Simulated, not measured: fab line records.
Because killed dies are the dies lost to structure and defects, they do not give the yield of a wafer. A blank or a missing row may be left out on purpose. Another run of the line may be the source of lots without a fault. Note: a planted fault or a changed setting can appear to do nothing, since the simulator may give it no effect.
A struck lot beside a sound one -- flow sky130 -- 21 steps out of a route of 708
Sound: these wafers, L328.1, L328.3, L328.6. The struck wafers were L327.2, L327.3, L327.5. At the end, the cause is stated.
Each step with rows lists, per side, the tool, then ch with its chambers, then its first start. Under that, the readings that differ: sound wafers -- struck wafers -- difference of the means -- sigmas: that difference in standard deviations of wafers without a fault.
alike: readings with means less than 2 such deviations apart, plus words and numbers identical on both sides. not compared: withheld readings, readings lacking a value on some wafer, bounds such as >300 that could conceal the same value, and numbers that have no deviation in the record and whose values overlap.
A row with sigmas, a row that says differs or no value, or rows on one side alone: a step with any of these is where the two part. Numbers that don't overlap but have no deviation are shown without sigmas and don't part them. A reading that every wafer of one side lacks parts them only if that side has two wafers or more.

first, 1 step without rows for these wafers: SKY_FIELD_ISO_CVD_24 (deposits SiO2, target thk 595 nm, time 99.2 s).
SKY_FIELD_ISO_THK_MEAS_25:
  sound: film_metro-03 at day 6 10:49; struck: film_metro-01 at day 6 05:19
  alike: FIELD_ISO_CVD_24_THK
then, 1 step without rows for these wafers: SKY_FIELD_ISO_ANNEAL_26 (time 1800 s).
SKY_FIELD_ISO_CMP_27: polishes, stops on Si3N4, t overpolish 16 s, target thk 457.8 nm.
  sound on cmp-02 ch 0,1, day 6 12:22; struck on cmp-02 ch 1,2,3, day 6 07:22
  alike: motor_current_A, overpolish_run_s, time_to_endpoint_s
then, 5 steps without rows for these wafers: SKY_FIELD_ISO_WET_ETCH_28 (etches SiO2 in dHF, target depth 23.7 nm, time 47 s); SKY_FIELD_ISO_WET_ETCH_29 (etches Si3N4 in H3PO4, target depth 160 nm, time 1825 s); SKY_FIELD_ISO_WET_ETCH_30 (etches SiO2 in dHF, target depth 25 nm, time 50 s); SKY_NWELL_CLEAN_00 (cleans in SC1/SC2, time 150 s); SKY_NWELL_OXIDATION_01 (stabilise 600 s, purge 300 s, target thk 10 nm).
SKY_NWELL_THK_MEAS_02:
  sound: film_metro-03 at day 6 15:13; struck: film_metro-03 at day 6 09:53
  alike: NWELL_OXIDATION_THK
then, 2 steps without rows for these wafers: SKY_DNWELL_DEHYDRATE_00 (time 60 s); SKY_DNWELL_HMDS_01 (prime time 60 s).
SKY_DNWELL_COAT_02: resist thk 3000 nm.
  sound on litho_track-02 ch 0, day 7 01:10; struck on litho_track-03 ch 0, day 6 19:31
reading,sound,struck,difference,sigmas
spin_speed_rpm (rpm),1999.2 2000.3 1998.4,2601.4 2600.9 2600.5,+601.6,+99 or more
model.coat_of_DNWELL_COAT_02.thk_nm (nm),2992 2996 2988,2650 2644 2642,-347,
  alike: exhaust_pa
then, 3 steps without rows for these wafers: SKY_DNWELL_SOFTBAKE_03; SKY_DNWELL_EXPOSE_04 (exposes mask DNM, target cd 3000 nm); SKY_DNWELL_PEB_05.
SKY_DNWELL_DEVELOP_06: develop time 60 s.
  sound on litho_track-02 ch 0; struck on litho_track-04 ch 0
reading,sound,struck,difference,sigmas
model.coat_of_DNWELL_COAT_02.thk_nm (nm),2988 2992 2984,2646 2639 2638,-347,
  alike: exhaust_pa
after that, 1 step had no rows for these wafers: SKY_DNWELL_IMPLANT_07.
SKY_DNWELL_STRIP_08: strips in O2/N2.
  sound on plasma_asher-04 ch 0,1, day 7 10:58; struck on plasma_asher-04 ch 0,1, day 7 05:32
reading,sound,struck,difference,sigmas
strip_time_to_endpoint_s (s),36.82 36.88 36.78,32.92 32.84 32.84,-3.96,-30
  alike: chamber_pressure_mTorr, drypump_motor_current_A, oes_product_au
  not compared: rf_hours_counter_h
SKY_DNWELL_TW_MEAS_09:
  sound: film_metro-03 at day 7 11:04; struck: film_metro-03 at day 7 05:38
  alike: DNWELL_TW
-- the record jumps here: 43 days lie between the struck wafers' starts before and after (it left off in module DNWELL and takes up again in module PAD_OPEN, whose first step shown is number 708 of the route) --
SKY_PAD_OPEN_PROBE_99:
  sound: prober-02 at day 50 10:11; struck: prober-01 at day 50 07:17
reading,sound,struck,difference,sigmas
killed_short,31 34 26,42 45 46,+14,+2
  alike: killed_at_M0_to_M3, killed_at_M4_up, killed_at_contacts, killed_at_front_end, killed_at_other, killed_dies, killed_open
  not compared: model.etest.res_deep_nwell.width_nm

WHERE THEY PART
At SKY_DNWELL_COAT_02 first; at SKY_PAD_OPEN_PROBE_99 last (within this record only).

WHY: what the simulator had put in
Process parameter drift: litho_track-03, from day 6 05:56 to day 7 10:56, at SKY_DNWELL_COAT_02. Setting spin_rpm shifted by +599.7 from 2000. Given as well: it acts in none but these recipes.
